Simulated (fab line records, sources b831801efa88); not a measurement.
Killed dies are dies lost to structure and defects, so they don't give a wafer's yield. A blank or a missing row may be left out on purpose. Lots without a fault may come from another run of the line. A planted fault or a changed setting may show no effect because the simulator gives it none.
Which tool did it? | flow gf180mcu | 13 lots, 39 wafers sampled, at 4 steps of a route of 602

WHAT THE GAUGES READ, wafer by wafer
GF_V5_THK_MEAS_25: measures by xrf.
lot  | measured     | on            | V5_W_THK (nm)
L207 | day 27 05:34 | film_metro-02 | 345 347 343
L208 | day 27 11:44 | film_metro-01 | 346 345 348
L213 | day 29 04:18 | film_metro-04 | 335 339 339
L214 | day 29 15:00 | film_metro-02 | 344 339 343
L216 | day 30 01:49 | film_metro-02 | 350 345 350
L217 | day 30 13:12 | film_metro-02 | 344 340 345
L221 | day 31 13:08 | film_metro-02 | 343 350 347
L222 | day 31 16:50 | film_metro-04 | 337 338 334
L223 | day 31 21:14 | film_metro-04 | 337 338 338
L224 | day 32 06:08 | film_metro-01 | 343 341 347
L227 | day 32 23:29 | film_metro-01 | 342 341 351
L229 | day 33 05:47 | film_metro-02 | 341 344 339
L230 | day 33 14:22 | film_metro-01 | 340 335 339

GF_PASSIVATION_THK_MEAS_01.
lot  | measured     | on            | PASSIVATION_CVD_00_THK (nm)
L207 | day 28 02:19 | film_metro-01 | 989 970 981
L208 | day 28 09:28 | film_metro-04 | 987 989 989
L213 | day 30 00:46 | film_metro-04 | 1003 991 1007
L214 | day 30 11:25 | film_metro-04 | 985 990 1016
L216 | day 30 21:18 | film_metro-03 | 991 1003 1004
L217 | day 31 08:02 | film_metro-01 | 1001 1002 1013
L221 | day 32 07:55 | film_metro-04 | 1008 998 1010
L222 | day 32 11:05 | film_metro-01 | 995 1006 1008
L223 | day 32 15:08 | film_metro-01 | 1001 991 1007
L224 | day 33 00:24 | film_metro-03 | 998 1008 1007
L227 | day 33 16:22 | film_metro-04 | 979 984 1011
L229 | day 33 22:31 | film_metro-01 | 1002 1022 1008
L230 | day 34 07:04 | film_metro-01 | 1005 1031 1033

WHICH TOOL RAN EACH LOT (tool, then ch and the chambers of the sampled wafers, then the start)
lot  | GF_V2_SPUTTER_22             | GF_TOP_METAL_SPUTTER_02
L207 | pvd_sputter-03, day 20 05:57 | pvd_sputter-03, day 27 06:04
L208 | pvd_sputter-02, day 20 13:39 | pvd_sputter-03, day 27 12:13
L213 | pvd_sputter-02, day 22 14:41 | pvd_sputter-02, day 29 04:47
L214 | pvd_sputter-03, day 23 03:20 | pvd_sputter-02, day 29 15:29
L216 | pvd_sputter-04, day 23 17:41 | pvd_sputter-01, day 30 02:17
L217 | pvd_sputter-04, day 24 04:59 | pvd_sputter-01, day 30 13:41
L221 | pvd_sputter-03, day 25 11:28 | pvd_sputter-03, day 31 13:35
L222 | pvd_sputter-03, day 25 15:53 | pvd_sputter-01, day 31 17:19
L223 | pvd_sputter-02, day 25 21:45 | pvd_sputter-02, day 31 21:44
L224 | pvd_sputter-02, day 26 08:14 | pvd_sputter-01, day 32 06:37
L227 | pvd_sputter-02, day 27 07:17 | pvd_sputter-01, day 32 23:58
L229 | pvd_sputter-03, day 27 14:54 | pvd_sputter-03, day 33 06:21
L230 | pvd_sputter-02, day 28 00:14 | pvd_sputter-02, day 33 14:50
- GF_V2_SPUTTER_22: material TiN, target thk 10 nm, time 40 s.
- GF_TOP_METAL_SPUTTER_02: material AlCu, target thk 900 nm, time 47.82 s.

WHAT THE TOOLS THEMSELVES READ (means of the sampled wafers that have a number; where no wafer has one, the mark that the record gives instead)
GF_V2_SPUTTER_22.
lot  | tool           | throttle_valve_pct (%)
L207 | pvd_sputter-03 | 29.9
L208 | pvd_sputter-02 | 29.5
L213 | pvd_sputter-02 | 29.6
L214 | pvd_sputter-03 | 29.9
L216 | pvd_sputter-04 | 30.0
L217 | pvd_sputter-04 | 29.7
L221 | pvd_sputter-03 | 30.0
L222 | pvd_sputter-03 | 30.3
L223 | pvd_sputter-02 | 30.1
L224 | pvd_sputter-02 | 29.7
L227 | pvd_sputter-02 | 29.9
L229 | pvd_sputter-03 | 30.2
L230 | pvd_sputter-02 | 29.7

GF_TOP_METAL_SPUTTER_02.
lot  | tool           | substrate_temp_c (C) | throttle_valve_pct (%)
L207 | pvd_sputter-03 | 249.99               | 29.9
L208 | pvd_sputter-03 | 250.02               | 29.9
L213 | pvd_sputter-02 | 250.14               | 30.1
L214 | pvd_sputter-02 | 250.22               | 29.9
L216 | pvd_sputter-01 | 249.90               | 29.3
L217 | pvd_sputter-01 | 249.92               | 29.9
L221 | pvd_sputter-03 | 250.04               | 29.7
L222 | pvd_sputter-01 | 249.83               | 29.2
L223 | pvd_sputter-02 | 249.72               | 29.6
L224 | pvd_sputter-01 | 249.92               | 29.2
L227 | pvd_sputter-01 | 250.04               | 29.3
L229 | pvd_sputter-03 | 249.98               | 30.1
L230 | pvd_sputter-02 | 250.02               | 29.8

THE ANSWER, worked out from the rows above alone
Rule: what is usual is taken from the lots themselves. Put in order of their means at a reading, lots are off if they are a third of the lots or fewer, leave a main group of 4 or more, and stand apart from it by a gap of 3 or more times the standard deviation of the main group's means; of several such gaps the widest counts. A main group whose means are all the same, to the digits that the tables above print for the reading, isn't used. A lot without any number at a reading at which 4 lots or more have one is off too. The other lots that the step has rows for count as sound. The gauges are gone through in route order, then the tools' own readings, and for those a lot's mean is taken as printed above. The first step at which some lot is off is used, and at that step the reading that is off furthest; a lot without a number counts as furthest.
No lot is off at any reading shown: from this, nothing can be told.

WHAT THE SIMULATOR HAD PUT IN
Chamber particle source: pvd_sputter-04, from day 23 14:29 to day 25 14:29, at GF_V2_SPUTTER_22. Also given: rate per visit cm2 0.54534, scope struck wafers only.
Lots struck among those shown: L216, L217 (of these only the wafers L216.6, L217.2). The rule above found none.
